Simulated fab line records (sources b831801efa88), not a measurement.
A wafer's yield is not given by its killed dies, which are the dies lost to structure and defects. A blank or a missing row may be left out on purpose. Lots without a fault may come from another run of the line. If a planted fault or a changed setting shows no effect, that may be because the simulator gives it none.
Which tool is to blame?	flow sky130	33 wafers from 11 lots sampled at 4 of the route's 708 steps

## WHAT THE GAUGES SHOWED, per wafer
SKY_VIA1_BOW_MEAS_03. Usual: VIA1_BOW 80 um, standard deviation 7.
lot	measured	on	VIA1_BOW (um)	flag
L803	day 32 17:28	film-metro-01	86 75 74	
L804	day 32 19:44	film-metro-04	80 68 67	
L805	day 33 15:03	film-metro-04	87 86 86	
L808	day 34 18:55	film-metro-02	75 81 80	
L807	day 34 20:11	film-metro-02	78 78 73	
L809	day 35 06:17	film-metro-01	74 83 78	
L814	day 36 13:13	film-metro-04	79 77 84	
L817	day 37 11:46	film-metro-02	77 83 78	
L821	day 38 21:59	film-metro-04	89 76 70	
L825	day 39 18:59	film-metro-04	69 71 72	
L826	day 39 23:13	film-metro-01	68 72 83	

SKY_VIA1_CD_MEAS_12: the cd target is 150 nm. Usual: cd-nm reads 150.7 nm (standard deviation 1.8).
lot	measured	on	cd-nm (nm)	flag
L803	day 33 20:42	cd-sem-02	151.2 150.4 151.1	
L804	day 33 22:54	cd-sem-01	151.2 147.8 151.6	
L805	day 34 17:41	cd-sem-02	148.1 148.6 146.1	
L808	day 35 20:57	cd-sem-01	154.2 154.1 153.4	
L807	day 35 23:14	cd-sem-01	152.9 151.4 152.4	
L809	day 36 08:35	cd-sem-01	151.2 152.9 153.5	
L814	day 37 15:38	cd-sem-02	147.0 149.1 148.1	
L817	day 38 13:27	cd-sem-01	143.3 146.3 144.7	OFF
L821	day 39 22:58	cd-sem-02	151.1 152.3 153.2	
L825	day 40 19:24	cd-sem-02	152.5 152.6 150.0	
L826	day 40 23:08	cd-sem-01	149.8 148.5 148.8	

## WHAT TOOL EACH LOT RAN ON (gives the tool, then ch and the chambers of the sampled wafers, and finally the start)
lot	SKY_METAL1_METAL_ETCH_19	SKY_VIA1_DEVELOP_11
L803	rie-metal-04 ch 0,1, day 32 16:14	litho-track-01 ch 0, day 33 20:00
L804	rie-metal-02 ch 0,1, day 32 18:31	litho-track-01 ch 0, day 33 22:00
L805	rie-metal-04 ch 0, day 33 13:49	litho-track-03 ch 0, day 34 17:00
L808	rie-metal-04 ch 1, day 34 17:41	litho-track-03 ch 0, day 35 20:00
L807	rie-metal-01 ch 0,1, day 34 19:02	litho-track-02 ch 0, day 35 23:00
L809	rie-metal-04 ch 0,1, day 35 05:06	litho-track-02 ch 0, day 36 08:00
L814	rie-metal-04 ch 0,1, day 36 12:04	litho-track-03 ch 0, day 37 15:00
L817	rie-metal-04 ch 0,1, day 37 10:35	litho-track-03 ch 0, day 38 13:00
L821	rie-metal-02 ch 0,1, day 38 20:49	litho-track-01 ch 0, day 39 22:00
L825	rie-metal-01 ch 0, day 39 17:42	litho-track-01 ch 0, day 40 19:00
L826	rie-metal-01 ch 0,1, day 39 21:58	litho-track-02 ch 0, day 40 22:00
- SKY_METAL1_METAL_ETCH_19: etches the open film in Cl2/BCl3, stops on SiO2, target depth 360 nm, time 78 s.
- SKY_VIA1_DEVELOP_11: develop time 60 s.

## AS READ BY THE TOOLS THEMSELVES (means over the sampled wafers that have a number; for cases with no such wafer, the mark the record gives instead)
SKY_METAL1_METAL_ETCH_19. Usual: bcl3-flow-sccm 30.01 sccm, standard deviation 0.093; drypump-motor-current-A 5.4 A, standard deviation 0.34; oes-product-au 0.855 a.u., standard deviation 0.0071; throttle-valve-pct 22.266 %, standard deviation 0.0087.
lot	tool	bcl3-flow-sccm (sccm)	drypump-motor-current-A (A)	oes-product-au (a.u.)	throttle-valve-pct (%)	flag
L803	rie-metal-04	29.92	5.6	0.852	22.258	
L804	rie-metal-02	30.10	5.2	0.852	22.263	
L805	rie-metal-04	29.99	5.0	0.848	22.273	
L808	rie-metal-04	30.00	5.9	0.854	22.266	
L807	rie-metal-01	30.00	5.5	0.856	22.258	
L809	rie-metal-04	29.99	5.5	0.864	22.256	
L814	rie-metal-04	29.96	5.6	0.845	22.274	
L817	rie-metal-04	29.99	5.6	0.856	22.269	
L821	rie-metal-02	29.94	5.2	0.851	22.273	
L825	rie-metal-01	30.09	5.4	0.858	22.264	
L826	rie-metal-01	29.97	5.5	0.858	22.271	

SKY_VIA1_DEVELOP_11. Usual: developer-temp-C reads 21.01 C (standard deviation 0.1).
lot	tool	developer-temp-C (C)	flag
L803	litho-track-01	21.02	
L804	litho-track-01	21.01	
L805	litho-track-03	20.92	
L808	litho-track-03	21.14	
L807	litho-track-02	20.99	
L809	litho-track-02	21.01	
L814	litho-track-03	21.04	
L817	litho-track-03	21.05	
L821	litho-track-01	21.08	
L825	litho-track-01	20.97	
L826	litho-track-02	20.98	

## THE ANSWER, worked out from the rows above alone
Rule: lot off if the mean of its wafers having a number is beyond 3 standard deviations from the usual mean. A lot without any number at a reading at which 4 lots or more have one is off too. All remaining lots with rows at the step are treated as sound. First the gauges in route order, then the tools' own readings, where a lot's mean is used as printed above. At the first step where some lot is off, the reading lying furthest off is the one used; lots without a number count as furthest.
Off, at SKY_VIA1_CD_MEAS_12 on cd-nm: L817.
If a tool, at a process step before that reading, ran all the lots that are off and no sound lot after the first of them, it fits. Gauges at SKY_VIA1_CD_MEAS_12: tried the same way as those tools. 2 tools fit, rie-metal-04 at SKY_METAL1_METAL_ETCH_19 and litho-track-03 at SKY_VIA1_DEVELOP_11, so this cannot tell which one it is.

## WHAT WAS PUT IN BY THE SIMULATOR
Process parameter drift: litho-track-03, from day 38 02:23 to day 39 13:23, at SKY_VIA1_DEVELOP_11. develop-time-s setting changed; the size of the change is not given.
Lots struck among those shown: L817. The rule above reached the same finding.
